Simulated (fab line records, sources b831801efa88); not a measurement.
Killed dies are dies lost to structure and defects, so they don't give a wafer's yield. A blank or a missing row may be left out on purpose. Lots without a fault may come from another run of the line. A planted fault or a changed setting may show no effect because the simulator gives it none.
Which tool did it? | flow gf180mcu | 12 lots, 36 wafers sampled, at 5 steps of a route of 602

WHAT THE GAUGES READ, wafer by wafer
GF_M1_THK_MEAS_06: measures by xrf. Usual: M1_ALCU_THK 440 nm, standard deviation 5.1.
lot  | measured     | on            | M1_ALCU_THK (nm) | flag
L636 | day 16 02:51 | film_metro-03 | 436 442 440      |
L637 | day 16 08:44 | film_metro-03 | 450 439 448      |
L641 | day 18 00:13 | film_metro-02 | 443 438 443      |
L642 | day 18 10:52 | film_metro-03 | 440 437 441      |
L644 | day 19 04:00 | film_metro-01 | 447 447 444      |
L645 | day 19 09:40 | film_metro-03 | 438 437 435      |
L648 | day 20 13:53 | film_metro-02 | 444 442 448      |
L651 | day 21 19:54 | film_metro-01 | 438 435 438      |
L653 | day 22 09:55 | film_metro-02 | 441 438 441      |
L654 | day 22 18:31 | film_metro-03 | 438 438 438      |
L658 | day 24 01:46 | film_metro-02 | 429 434 433      |
L659 | day 24 12:12 | film_metro-02 | 440 440 440      |

GF_M1_CD_MEAS_14: target cd 230 nm. Usual: cd_nm 229.5 nm, standard deviation 1.
lot  | measured     | on        | cd_nm (nm)                          | flag
L636 | day 17 01:01 | cd_sem-02 | 229.1 229.1 228.8                   |
L637 | day 17 07:17 | cd_sem-02 | 230.1 229.7 229.2                   |
L641 | day 19 00:13 | cd_sem-01 | 230.2 230.3 230.0                   |
L642 | day 19 10:55 | cd_sem-01 | 229.7 229.3 229.0                   |
L644 | day 20 03:52 | cd_sem-02 | 231.3 230.7 230.6                   |
L645 | day 20 09:40 | cd_sem-01 | 229.8 230.2 230.1                   |
L648 | day 21 13:36 | cd_sem-01 | 230.9 230.7 230.2                   |
L651 | day 22 19:45 | cd_sem-01 | 196.3 198.0 186.6 196.5 198.2 186.5 | OFF
L653 | day 23 09:04 | cd_sem-02 | 228.2 228.6 229.8                   |
L654 | day 23 16:53 | cd_sem-02 | 229.0 228.4 229.8                   |
L658 | day 25 00:27 | cd_sem-02 | 229.8 228.1 229.2                   |
L659 | day 25 10:18 | cd_sem-02 | 230.1 229.4 229.3                   |

WHICH TOOL RAN EACH LOT (tool, then ch and the chambers of the sampled wafers, then the start)
lot  | GF_CONTACT_SPUTTER_22        | GF_CONTACT_CMP_27             | GF_M1_EXPOSE_11
L636 | pvd_sputter-04, day 16 01:49 | cmp-01 ch 1,2,3, day 16 02:15 | krf_scanner-02 ch 0, day 16 14:07
L637 | pvd_sputter-04, day 16 07:43 | cmp-01 ch 1,2,3, day 16 08:05 | krf_scanner-02 ch 0, day 16 19:51
L641 | pvd_sputter-01, day 17 23:11 | cmp-01 ch 0,1,2, day 17 23:37 | krf_scanner-02 ch 0, day 18 12:01
L642 | pvd_sputter-04, day 18 09:49 | cmp-01 ch 2,3, day 18 10:12   | krf_scanner-01 ch 0, day 18 23:21
L644 | pvd_sputter-01, day 19 02:58 | cmp-02 ch 1,2, day 19 03:20   | krf_scanner-02 ch 0, day 19 15:44
L645 | pvd_sputter-02, day 19 08:38 | cmp-01 ch 0,1,2, day 19 09:04 | krf_scanner-01 ch 0, day 19 22:08
L648 | pvd_sputter-04, day 20 12:52 | cmp-02 ch 0,2,3, day 20 13:18 | krf_scanner-02 ch 0, day 21 02:11
L651 | pvd_sputter-02, day 21 18:40 | cmp-01 ch 0,1,3, day 21 19:19 | krf_scanner-01 ch 0, day 22 07:51
L653 | pvd_sputter-04, day 22 08:52 | cmp-01 ch 0,2,3, day 22 09:15 | krf_scanner-02 ch 0, day 22 21:58
L654 | pvd_sputter-02, day 22 17:30 | cmp-01 ch 0,2,3, day 22 17:53 | krf_scanner-02 ch 0, day 23 06:09
L658 | pvd_sputter-02, day 24 00:45 | cmp-01 ch 0,2,3, day 24 01:08 | krf_scanner-01 ch 0, day 24 13:14
L659 | pvd_sputter-01, day 24 11:11 | cmp-01 ch 1,2, day 24 11:34   | krf_scanner-01 ch 0, day 24 23:45
- GF_CONTACT_SPUTTER_22: material Ti, target thk 15 nm, time 80.02 s.
- GF_CONTACT_CMP_27: polishes, stops on SiO2, t overpolish 15 s, target thk 0 nm.
- GF_M1_EXPOSE_11: exposes mask Metal1, target cd 230 nm.

WHAT THE TOOLS THEMSELVES READ (means of the sampled wafers that have a number; where no wafer has one, the mark that the record gives instead)
GF_CONTACT_SPUTTER_22. Usual: throttle_valve_pct 30.2 %, standard deviation 1.
lot  | tool           | throttle_valve_pct (%) | flag
L636 | pvd_sputter-04 | 30.8                   |
L637 | pvd_sputter-04 | 30.2                   |
L641 | pvd_sputter-01 | 30.3                   |
L642 | pvd_sputter-04 | 29.8                   |
L644 | pvd_sputter-01 | 29.9                   |
L645 | pvd_sputter-02 | 30.4                   |
L648 | pvd_sputter-04 | 30.4                   |
L651 | pvd_sputter-02 | 31.0                   |
L653 | pvd_sputter-04 | 30.7                   |
L654 | pvd_sputter-02 | 30.6                   |
L658 | pvd_sputter-02 | 30.3                   |
L659 | pvd_sputter-01 | 29.5                   |

GF_CONTACT_CMP_27. Usual: motor_current_A 10.2 A, standard deviation 0.81; overpolish_run_s 15.000 s, standard deviation 0.0097; slurry_flow_ml_min 150.0, standard deviation 0.47; time_to_endpoint_s 71 s, standard deviation 3.6.
lot  | tool   | motor_current_A (A) | overpolish_run_s (s) | slurry_flow_ml_min | time_to_endpoint_s (s) | flag
L636 | cmp-01 | 10.5                | 15.001               | 150.1              | 72                     |
L637 | cmp-01 | 10.4                | 15.005               | 150.1              | 72                     |
L641 | cmp-01 | 9.9                 | 14.998               | 150.1              | 75                     |
L642 | cmp-01 | 9.8                 | 15.000               | 149.9              | 70                     |
L644 | cmp-02 | 9.8                 | 14.995               | 149.8              | 71                     |
L645 | cmp-01 | 10.2                | 15.000               | 150.0              | 71                     |
L648 | cmp-02 | 10.2                | 14.996               | 149.6              | 71                     |
L651 | cmp-01 | 10.0                | 15.006               | 149.4              | 73                     |
L653 | cmp-01 | 9.6                 | 15.003               | 150.0              | 67                     |
L654 | cmp-01 | 9.7                 | 15.007               | 149.8              | 68                     |
L658 | cmp-01 | 9.8                 | 15.009               | 150.1              | 72                     |
L659 | cmp-01 | 10.6                | 15.001               | 150.0              | 76                     |

GF_M1_EXPOSE_11. Usual: exposure_dose_mJ_cm2 27.953, standard deviation 0.029.
lot  | tool           | exposure_dose_mJ_cm2 | flag
L636 | krf_scanner-02 | 27.978               |
L637 | krf_scanner-02 | 27.946               |
L641 | krf_scanner-02 | 27.983               |
L642 | krf_scanner-01 | 27.973               |
L644 | krf_scanner-02 | 27.959               |
L645 | krf_scanner-01 | 27.989               |
L648 | krf_scanner-02 | 27.980               |
L651 | krf_scanner-01 | 26.494               | OFF
L653 | krf_scanner-02 | 27.935               |
L654 | krf_scanner-02 | 27.966               |
L658 | krf_scanner-01 | 27.925               |
L659 | krf_scanner-01 | 27.957               |

THE ANSWER, worked out from the rows above alone
Rule: a lot is off if the mean of its wafers that have a number lies more than 3 standard deviations from the usual mean. A lot without any number at a reading at which 4 lots or more have one is off too. The other lots that the step has rows for count as sound. The gauges are gone through in route order, then the tools' own readings, and for those a lot's mean is taken as printed above. The first step at which some lot is off is used, and at that step the reading that is off furthest; a lot without a number counts as furthest.
Off: L651, at GF_M1_CD_MEAS_14 (cd_nm).
A tool fits if, at a process step before that reading, it ran every lot that is off, and no sound lot after the first of them. The gauges at GF_M1_CD_MEAS_14 aren't tried: what is off there is off at GF_M1_EXPOSE_11 too, on other tools, and a gauge's error can't cause that. None of those tried fits.

WHAT THE SIMULATOR HAD PUT IN
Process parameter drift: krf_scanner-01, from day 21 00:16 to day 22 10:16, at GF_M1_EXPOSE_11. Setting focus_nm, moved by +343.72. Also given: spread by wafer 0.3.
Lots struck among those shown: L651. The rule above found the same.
